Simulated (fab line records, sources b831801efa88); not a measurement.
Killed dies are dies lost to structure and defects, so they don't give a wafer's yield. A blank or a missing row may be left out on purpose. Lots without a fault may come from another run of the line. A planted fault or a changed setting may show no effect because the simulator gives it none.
fab line records | flow sky130
record lots=6 wafers=18 last_day=49
route steps=708 shown VT_ADJUST_NCORE@121 VT_ADJUST_HVTR@131 VT_ADJUST_PCH@143 SONOS_TUNNEL@154
lots that met no fault: from a run of the same line without faults
start_h: hours from the record's first day to the start of the lot's first wafer shown | wait_h: hours since the lot's step before | " the same as in the row above | L1.1+2: a row that stands for several wafers | - no value, or no start given | * or withheld: withheld | < > ~ a bound
route shown NAME@n: a module of which the file shows steps, and the number in the route of the first | usual: mean/standard deviation of fault-free wafers | same: alike in all rows | chamber/n: place in a boat | sites: the reading at each site | _std_site: their standard deviation | _edge_site: outer sites' mean less inner sites' | radius_mm: how far each site lies from the wafer's centre | mask NAME#n: copy n | behind: the tool/chamber that last shaped the wafer | hold: why the lot was held/for how many hours/how that ended | device: the transistor (n, p or np) that didn't switch | end of line: the same wafers' tests at the end of the route | a step without rows: its recipe alone | killed: dies lost to structure and defects at the first sort, not the wafer's yield | map: a wafer's dies, x killed, . not, _ none there
set.NAME: the setting as run; set.NAME@STEP: as run at that earlier step | model.NAME: the simulator's own value behind a step, which no gauge read
lots at some steps of the route; a table a step, a row a wafer
services: from which hour (start_h, from the record's first day; less than 0 if before it) a tool's chamber was out of use, for how many hours, and why
## steps
# step SKY_VT_ADJUST_NCORE_COAT_02
# recipe resist=NOVOLAK spin_rpm=3000 resist_thk_nm=1140
# step SKY_VT_ADJUST_NCORE_SOFTBAKE_03
# recipe temp_c=90 time_s=60 resist=NOVOLAK
# step SKY_VT_ADJUST_NCORE_EXPOSE_04
# recipe mask_id=LVTN_COMPLEMENT_THIN na=0.6 source_shape=conventional sigma_outer=0.6 polarization=unpolarized target_cd_nm=380 dose_mj=139
# step SKY_VT_ADJUST_NCORE_PEB_05
# recipe temp_c=withheld time_s=* resist=NOVOLAK
# step SKY_VT_ADJUST_NCORE_DEVELOP_06
# recipe resist=NOVOLAK developer=TMAH develop_time_s=60 dev_temp_c=23
# step SKY_VT_ADJUST_NCORE_CD_MEAS_07
# recipe target_cd_nm=380
# usual cd_nm=380.8/2.5
# columns lot.wafer tool chamber start_h wait_h cd_nm
L181.1 cd_sem-01 - 181.13 0.1 379.5
L181.4 " - " " 379.9
L181.6 " - " " 380.4
L183.2 cd_sem-01 - 193.50 0.1 381.8
L183.3 " - " " 384.0
L183.4 " - " " 380.7
L195.2 cd_sem-02 - 278.07 0.1 384.8
L195.3 " - " " 382.3
L195.4 " - " " 382.0
L196.1 cd_sem-02 - 287.73 0.1 382.6
L196.3 " - " " 380.2
L196.6 " - " " 381.5
L198.3 cd_sem-01 - 301.97 0.1 377.3
L198.4 " - " " 376.7
L198.5 " - " " 376.2
L199.1 cd_sem-02 - 307.19 0.1 384.7
L199.2 " - " " 382.4
L199.3 " - " " 384.0
# step SKY_VT_ADJUST_NCORE_OVL_MEAS_08
# usual VT_ADJUST_NCORE_OVL=-0.4/1.3
# columns lot.wafer tool chamber start_h wait_h VT_ADJUST_NCORE_OVL[nm]
L181.1 overlay-01 - 181.25 0.1 -1.2
L181.4 " - " " -0.3
L181.6 " - " " -1.6
L183.2 overlay-02 - 193.60 0.1 -2.7
L183.3 " - " " -2.1
L183.4 " - " " -1.8
L195.2 overlay-02 - 278.18 0.1 -2.1
L195.3 " - " " -1.5
L195.4 " - " " -2.5
L196.1 overlay-02 - 287.85 0.1 1.4
L196.3 " - " " -1.0
L196.6 " - " " 0.5
L198.3 overlay-02 - 302.06 0.1 1.2
L198.4 " - " " 1.0
L198.5 " - " " -0.1
L199.1 overlay-02 - 307.31 0.1 -0.1
L199.2 " - " " -1.6
L199.3 " - " " -1.6
# step SKY_VT_ADJUST_NCORE_IMPLANT_09
# recipe species=B energy_kev=10 dose_cm2=2.4e+12 tilt_deg=withheld
# step SKY_VT_ADJUST_NCORE_STRIP_10
# recipe chemistry=O2/N2 power_w=1400 pressure_mtorr=1500 platen_temp_c=withheld o2_flow_sccm=3000 n2_flow_sccm=300 overash_fraction=0.5
# usual drypump_motor_current_A=5.9/0.56 oes_product_au=0.716/0.0045 strip_time_to_endpoint_s=14.20/0.037
# columns lot.wafer tool chamber start_h wait_h drypump_motor_current_A oes_product_au rf_hours_counter_h strip_time_to_endpoint_s
L181.1 plasma_asher-03 1 181.44 0.1 6.0 0.714 37 14.24
L181.4 " 0 " " 6.5 0.718 - 14.17
L181.6 " 0 " " 6.5 0.717 - 14.17
L183.2 plasma_asher-03 1 193.78 0.1 5.9 0.716 38 14.23
L183.3 " 1 " " 5.9 0.704 - 14.24
L183.4 " 0 " " 6.5 0.718 - 14.23
L195.2 plasma_asher-02 0 278.36 0.1 5.0 0.719 15 14.26
L195.3 " 0 " " 5.0 0.721 - 14.29
L195.4 " 1 " " 6.2 0.723 - 14.24
L196.1 plasma_asher-02 1 288.03 0.1 6.2 0.709 16 14.23
L196.3 " 1 " " 6.2 0.721 - 14.22
L196.6 " 1 " " 6.2 0.712 - 14.24
L198.3 plasma_asher-03 1 302.27 0.1 6.0 0.722 - 14.27
L198.4 " 0 " " 6.5 0.721 - 14.29
L198.5 " 0 " " 6.5 0.707 - 14.24
L199.1 plasma_asher-02 1 307.50 0.1 6.2 0.716 18 14.19
L199.2 " 0 " " 5.0 0.722 18 14.22
L199.3 " 1 " " 6.2 0.713 - 14.21
# step SKY_VT_ADJUST_NCORE_TW_MEAS_11
# usual VT_ADJUST_NCORE_TW=216.7/1.3
# columns lot.wafer tool chamber start_h wait_h VT_ADJUST_NCORE_TW
L181.1 film_metro-02 - 181.54 0.1 218.9
L181.4 " - " " 219.0
L181.6 " - " " 218.4
L183.2 film_metro-01 - 193.89 0.1 215.6
L183.3 " - " " 215.5
L183.4 " - " " 216.7
L195.2 film_metro-01 - 278.47 0.1 215.0
L195.3 " - " " 216.0
L195.4 " - " " 215.5
L196.1 film_metro-02 - 288.13 0.1 218.9
L196.3 " - " " 218.2
L196.6 " - " " 218.4
L198.3 film_metro-03 - 302.35 0.1 218.1
L198.4 " - " " 217.1
L198.5 " - " " 218.4
L199.1 film_metro-01 - 307.60 0.1 215.8
L199.2 " - " " 214.9
L199.3 " - " " 216.2
# step SKY_VT_ADJUST_HVTR_DEHYDRATE_00
# recipe temp_c=200 time_s=60
# step SKY_VT_ADJUST_HVTR_HMDS_01
# recipe prime_time_s=60 prime_temp_c=120
# step SKY_VT_ADJUST_HVTR_COAT_02
# recipe resist=NOVOLAK spin_rpm=3000 resist_thk_nm=1140
# usual chill_plate_temp_C=23.00/0.089 dispense_pressure_kPa=49.0/2.5
# columns lot.wafer tool chamber start_h wait_h chill_plate_temp_C dispense_pressure_kPa
L181.1 litho_track-03 0 191.18 0.1 23.03 47.2
L181.4 " 0 " " 22.95 47.2
L181.6 " 0 " " 23.04 47.2
L183.2 litho_track-03 0 204.51 0.1 22.99 47.2
L183.3 " 0 " " 22.97 47.2
L183.4 " 0 " " 23.16 47.2
L195.2 litho_track-02 - 290.58 0.1 - -
L195.3 " - " " - -
L195.4 " - " " - -
L196.1 litho_track-03 - 300.28 0.1 - -
L196.3 " - " " - -
L196.6 " - " " - -
L198.3 litho_track-03 0 314.93 0.1 23.01 47.1
L198.4 " 0 " " 22.85 47.2
L198.5 " 0 " " 23.09 47.2
L199.1 litho_track-03 0 320.88 0.1 22.95 47.2
L199.2 " 0 " " 23.05 47.2
L199.3 " 0 " " 23.00 47.2
# step SKY_VT_ADJUST_HVTR_SOFTBAKE_03
# recipe temp_c=90 time_s=60 resist=NOVOLAK
# step SKY_VT_ADJUST_HVTR_EXPOSE_04
# recipe mask_id=HVTRM target_cd_nm=380 na=0.6 source_shape=conventional sigma_outer=0.6 dose_mj=150
# step SKY_VT_ADJUST_HVTR_PEB_05
# recipe temp_c=withheld time_s=* resist=NOVOLAK
# step SKY_VT_ADJUST_HVTR_DEVELOP_06
# recipe develop_time_s=60 dev_temp_c=23
# step SKY_VT_ADJUST_HVTR_CD_MEAS_07
# recipe target_cd_nm=380
# usual cd_nm=379.7/2.4
# columns lot.wafer tool chamber start_h wait_h cd_nm
L181.1 cd_sem-02 - 201.94 0.1 379.5
L181.4 " - " " 380.4
L181.6 " - " " 381.6
L183.2 cd_sem-02 - 215.76 0.3 378.9
L183.3 " - " " 377.2
L183.4 " - " " 379.2
L195.2 cd_sem-01 - 303.21 0.1 -
L195.3 " - " " -
L195.4 " - " " -
L196.1 cd_sem-01 - 312.94 0.1 -
L196.3 " - " " -
L196.6 " - " " -
L198.3 cd_sem-01 - 328.43 0.1 376.8
L198.4 " - " " 377.7
L198.5 " - " " 377.7
L199.1 cd_sem-02 - 334.33 0.1 377.4
L199.2 " - " " 379.9
L199.3 " - " " 377.3
# step SKY_VT_ADJUST_HVTR_OVL_MEAS_08
# usual VT_ADJUST_HVTR_OVL=1.4/1.5
# columns lot.wafer tool chamber start_h wait_h VT_ADJUST_HVTR_OVL[nm]
L181.1 overlay-02 - 202.06 0.1 0.9
L181.4 " - " " 1.1
L181.6 " - " " -1.3
L183.2 overlay-01 - 215.86 0.1 0.1
L183.3 " - " " 1.6
L183.4 " - " " 1.1
L195.2 overlay-02 - 303.32 0.1 -
L195.3 " - " " -
L195.4 " - " " -
L196.1 overlay-01 - 313.06 0.1 -
L196.3 " - " " -
L196.6 " - " " -
L198.3 overlay-01 - 328.52 0.1 3.3
L198.4 " - " " 2.5
L198.5 " - " " 0.8
L199.1 overlay-01 - 334.45 0.1 2.5
L199.2 " - " " 3.9
L199.3 " - " " 2.6
# step SKY_VT_ADJUST_HVTR_IMPLANT_09
# recipe species=B energy_kev=10 dose_cm2=2.1e+12 tilt_deg=withheld
# step SKY_VT_ADJUST_HVTR_STRIP_10
# recipe chemistry=O2/N2 power_w=1400 pressure_mtorr=1500 platen_temp_c=withheld o2_flow_sccm=3000 n2_flow_sccm=300 overash_fraction=0.5
# usual drypump_motor_current_A=6.0/0.34 oes_product_au=0.715/0.0046 strip_time_to_endpoint_s=14.21/0.045
# columns lot.wafer tool chamber start_h wait_h drypump_motor_current_A oes_product_au rf_hours_counter_h strip_time_to_endpoint_s
L181.1 plasma_asher-04 0 202.25 0.1 6.3 0.712 52 14.20
L181.4 " 1 " " 6.2 0.717 - 14.19
L181.6 " 0 " " 6.3 0.720 - 14.22
L183.2 plasma_asher-01 1 216.04 0.1 5.9 0.722 51 14.24
L183.3 " 0 " " 5.4 0.712 - 14.21
L183.4 " 1 " " 5.9 0.719 - 14.22
L195.2 plasma_asher-01 0 303.50 0.1 5.4 - 61 -
L195.3 " 0 " " 5.4 - - -
L195.4 " 1 " " 5.9 - - -
L196.1 plasma_asher-04 0 313.25 0.1 6.2 - 62 -
L196.3 " 1 " " 6.2 - - -
L196.6 " 0 " " 6.2 - - -
L198.3 plasma_asher-01 1 328.73 0.1 5.9 0.706 - 14.28
L198.4 " 0 " " 5.4 0.719 - 14.23
L198.5 " 0 " " 5.4 0.724 - 14.26
L199.1 plasma_asher-04 1 334.64 0.1 6.2 0.718 64 14.26
L199.2 " 0 " " 6.2 0.721 64 14.26
L199.3 " 0 " " 6.3 0.721 - 14.22
# step SKY_VT_ADJUST_HVTR_TW_MEAS_11
# usual VT_ADJUST_HVTR_TW=209.9/2.6
# columns lot.wafer tool chamber start_h wait_h VT_ADJUST_HVTR_TW
L181.1 film_metro-04 - 202.35 0.1 212.7
L181.4 " - " " 212.3
L181.6 " - " " 211.8
L183.2 film_metro-01 - 216.15 0.1 208.2
L183.3 " - " " 207.0
L183.4 " - " " 206.8
L195.2 film_metro-01 - 303.61 0.1 207.2
L195.3 " - " " 207.0
L195.4 " - " " 206.8
L196.1 film_metro-01 - 313.34 0.1 209.9
L196.3 " - " " 207.3
L196.6 " - " " 207.7
L198.3 film_metro-03 - 328.81 0.1 209.2
L198.4 " - " " 207.9
L198.5 " - " " 208.9
L199.1 film_metro-04 - 334.74 0.1 214.0
L199.2 " - " " 213.6
L199.3 " - " " 214.7
# step SKY_VT_ADJUST_PCH_DEHYDRATE_00
# recipe temp_c=200 time_s=60
# step SKY_VT_ADJUST_PCH_HMDS_01
# recipe prime_time_s=60 prime_temp_c=120
# step SKY_VT_ADJUST_PCH_COAT_02
# recipe spin_rpm=2000 resist_thk_nm=3000
# step SKY_VT_ADJUST_PCH_SOFTBAKE_03
# recipe temp_c=110 time_s=withheld
# step SKY_VT_ADJUST_PCH_EXPOSE_04
# recipe mask_id=NWM na=0.6 source_shape=conventional sigma_outer=0.6 polarization=unpolarized target_cd_nm=840 dose_mj=255
# step SKY_VT_ADJUST_PCH_PEB_05
# recipe temp_c=115 time_s=withheld
# step SKY_VT_ADJUST_PCH_DEVELOP_06
# recipe wall_angle_deg=90 developer=TMAH develop_time_s=58.49 dev_temp_c=23
# step SKY_VT_ADJUST_PCH_OVL_MEAS_07
# usual VT_ADJUST_PCH_OVL=0.0/1.2
# columns lot.wafer tool chamber start_h wait_h VT_ADJUST_PCH_OVL[nm]
L181.1 overlay-01 - 224.59 - 0.8
L181.4 " - " " 0.8
L181.6 " - " " -1.9
L183.2 overlay-02 - 239.34 - 0.3
L183.3 " - " " 0.7
L183.4 " - " " 0.0
L195.2 overlay-02 - 330.28 - -1.6
L195.3 " - " " -0.5
L195.4 " - " " -0.5
L196.1 overlay-02 - 340.08 - -1.0
L196.3 " - " " -2.1
L196.6 " - " " -2.4
L198.3 overlay-02 - 355.70 - 0.5
L198.4 " - " " -1.1
L198.5 " - " " 2.6
L199.1 overlay-02 - 361.54 - -0.1
L199.2 " - " " -0.6
L199.3 " - " " -0.9
# step SKY_VT_ADJUST_PCH_IMPLANT_08
# recipe species=B energy_kev=10 dose_cm2=5e+11 tilt_deg=withheld
# step SKY_VT_ADJUST_PCH_STRIP_09
# recipe chemistry=O2/N2 power_w=1400 pressure_mtorr=1500 platen_temp_c=withheld o2_flow_sccm=3000 n2_flow_sccm=300 overash_fraction=0.5
# usual drypump_motor_current_A=5.8/0.52 oes_product_au=0.722/0.0045 strip_time_to_endpoint_s=36.96/0.1
# columns lot.wafer tool chamber start_h wait_h drypump_motor_current_A oes_product_au rf_hours_counter_h strip_time_to_endpoint_s
L181.1 plasma_asher-01 0 224.78 0.1 5.4 0.719 52 37.00
L181.4 " 1 " " 5.9 0.723 - 37.04
L181.6 " 0 " " 5.4 0.725 - 37.00
L183.2 plasma_asher-02 0 239.52 0.1 5.0 0.716 10 37.05
L183.3 " 0 " " 5.0 0.717 - 36.98
L183.4 " 1 " " 6.2 0.726 - 37.06
L195.2 plasma_asher-02 1 330.46 0.1 6.2 0.721 20 37.09
L195.3 " 1 " " 6.2 0.729 - 37.19
L195.4 " 0 " " 5.0 0.729 - 37.14
L196.1 plasma_asher-03 0 340.27 0.1 6.5 0.716 51 36.93
L196.3 " 0 " " 6.5 0.726 - 37.04
L196.6 " 0 " " 6.5 0.723 - 37.03
L198.3 plasma_asher-02 0 355.91 0.1 5.0 0.726 - 36.90
L198.4 " 1 " " 6.2 0.724 - 36.98
L198.5 " 0 " " 5.0 0.727 - 37.00
L199.1 plasma_asher-03 1 361.72 0.1 5.9 0.726 54 36.85
L199.2 " 0 " " 6.5 0.723 54 37.02
L199.3 " 1 " " 5.9 0.723 - 36.90
# step SKY_VT_ADJUST_PCH_TW_MEAS_10
# usual VT_ADJUST_PCH_TW=142.6/1.4
# columns lot.wafer tool chamber start_h wait_h VT_ADJUST_PCH_TW
L181.1 film_metro-02 - 224.88 0.1 141.7
L181.4 " - " " 141.5
L181.6 " - " " 141.1
L183.2 film_metro-04 - 239.63 0.1 144.2
L183.3 " - " " 144.5
L183.4 " - " " 144.5
L195.2 film_metro-03 - 330.57 0.1 220.8
L195.3 " - " " 221.8
L195.4 " - " " 221.6
L196.1 film_metro-03 - 340.37 0.1 222.3
L196.3 " - " " 221.3
L196.6 " - " " 221.6
L198.3 film_metro-04 - 355.99 0.1 144.1
L198.4 " - " " 143.9
L198.5 " - " " 144.1
L199.1 film_metro-02 - 361.82 0.1 141.1
L199.2 " - " " 140.7
L199.3 " - " " 140.9
# step SKY_SONOS_TUNNEL_DEHYDRATE_00
# recipe temp_c=200 time_s=60
# step SKY_SONOS_TUNNEL_HMDS_01
# recipe prime_time_s=60 prime_temp_c=120
# step SKY_SONOS_TUNNEL_COAT_02
# recipe resist=NOVOLAK spin_rpm=3000 resist_thk_nm=1140
# step SKY_SONOS_TUNNEL_SOFTBAKE_03
# recipe temp_c=90 time_s=60 resist=NOVOLAK
# step SKY_SONOS_TUNNEL_EXPOSE_04
# recipe mask_id=TUNM na=0.6 source_shape=conventional sigma_outer=0.6 polarization=unpolarized target_cd_nm=410 dose_mj=136
# step SKY_SONOS_TUNNEL_PEB_05
# recipe temp_c=withheld time_s=* resist=NOVOLAK
# step SKY_SONOS_TUNNEL_DEVELOP_06
# recipe resist=NOVOLAK developer=TMAH develop_time_s=60 dev_temp_c=23
# step SKY_SONOS_TUNNEL_CD_MEAS_07
# recipe target_cd_nm=410
# usual cd_nm=409.5/2.3
# columns lot.wafer tool chamber start_h wait_h cd_nm
L181.1 cd_sem-02 - 248.08 0.1 406.9
L181.4 " - " " 408.4
L181.6 " - " " 409.0
L183.2 cd_sem-01 - 263.35 0.1 407.4
L183.3 " - " " 408.2
L183.4 " - " " 409.2
L195.2 cd_sem-02 - 357.85 0.1 411.5
L195.3 " - " " 411.2
L195.4 " - " " 411.7
L196.1 cd_sem-02 - 368.10 0.1 410.4
L196.3 " - " " 411.6
L196.6 " - " " 410.8
L198.3 cd_sem-01 - 383.72 0.1 409.3
L198.4 " - " " 406.2
L198.5 " - " " 407.3
L199.1 cd_sem-01 - 389.60 0.1 406.9
L199.2 " - " " 407.2
L199.3 " - " " 407.4
# step SKY_SONOS_TUNNEL_OVL_MEAS_08
# usual SONOS_TUNNEL_OVL=1.0/1.5
# columns lot.wafer tool chamber start_h wait_h SONOS_TUNNEL_OVL[nm]
L181.1 overlay-02 - 248.20 0.1 -1.5
L181.4 " - " " -1.4
L181.6 " - " " -2.2
L183.2 overlay-01 - 263.45 0.1 4.0
L183.3 " - " " 0.8
L183.4 " - " " 0.8
L195.2 overlay-02 - 357.96 0.1 0.7
L195.3 " - " " 2.0
L195.4 " - " " 1.6
L196.1 overlay-01 - 368.22 0.1 0.1
L196.3 " - " " 0.9
L196.6 " - " " -1.0
L198.3 overlay-02 - 383.81 0.1 -1.4
L198.4 " - " " 0.5
L198.5 " - " " -0.3
L199.1 overlay-02 - 389.72 0.1 1.6
L199.2 " - " " 3.5
L199.3 " - " " 2.6
# step SKY_SONOS_TUNNEL_TW_MEAS_12
# usual SONOS_TUNNEL_TW=196.1/2.3
# columns lot.wafer tool chamber start_h wait_h SONOS_TUNNEL_TW
L181.1 film_metro-01 - 248.67 0.0 194.6
L181.4 " - " " 194.5
L181.6 " - " " 195.1
L183.2 film_metro-04 - 263.90 0.0 198.7
L183.3 " - " " 197.8
L183.4 " - " " 198.4
L195.2 film_metro-02 - 358.41 0.0 247.6
L195.3 " - " " 247.5
L195.4 " - " " 246.2
L196.1 film_metro-02 - 368.67 0.0 247.8
L196.3 " - " " 246.0
L196.6 " - " " 245.2
L198.3 film_metro-01 - 384.28 0.0 193.6
L198.4 " - " " 193.8
L198.5 " - " " 192.4
L199.1 film_metro-01 - 390.17 0.0 193.3
L199.2 " - " " 193.1
L199.3 " - " " 194.0
## services
# columns tool chamber start_h hours kind
plasma_asher-02 - 174.68 13.5 repair
plasma_asher-03 - 207.40 0.8 repair
plasma_asher-03 - 242.10 1.5 repair
plasma_asher-04 - 263.98 2.8 pm
plasma_asher-03 - 268.45 12.8 repair
plasma_asher-04 - 269.14 4.6 repair
plasma_asher-02 - 298.69 0.9 repair
plasma_asher-02 - 336.38 7.5 repair
## key
first_sign step=SKY_VT_ADJUST_HVTR_COAT_02 reading=tool_record direction=missing
effect step=SKY_VT_ADJUST_HVTR_CD_MEAS_07 reading=cd_nm direction=missing
effect step=SKY_VT_ADJUST_HVTR_OVL_MEAS_08 reading=VT_ADJUST_HVTR_OVL direction=missing
effect step=SKY_VT_ADJUST_PCH_TW_MEAS_10 reading=VT_ADJUST_PCH_TW direction=up sigmas=58 usual=142.6 struck=221.6
effect step=SKY_SONOS_TUNNEL_TW_MEAS_12 reading=SONOS_TUNNEL_TW direction=up sigmas=22 usual=196.1 struck=246.7
met_at SKY_VT_ADJUST_HVTR_COAT_02
struck_wafers L195.2,L195.3,L195.4,L196.1,L196.3,L196.6
sort_left_out L195.2,L195.3,L195.4,L196.1,L196.3,L196.6
tester_left_out L195,L196
onset_between 204.51 290.58
fault kind=skipped_step_whole tool=litho_track-02,litho_track-03 chamber=- onset_h=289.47 steps=SKY_VT_ADJUST_HVTR_COAT_02 scope=struck_lots_only
# tester_left_out: of these lots the tester's yield and bins aren't shown, on N5 and GAA mostly nor the transistor test; their killed dies are dies lost to structure and defects alone, not to doping, threshold or leakage, so they don't give the yield
# sort_left_out: the simulated sort isn't trusted on such a fault, so these wafers' sort isn't shown, and their yield isn't known
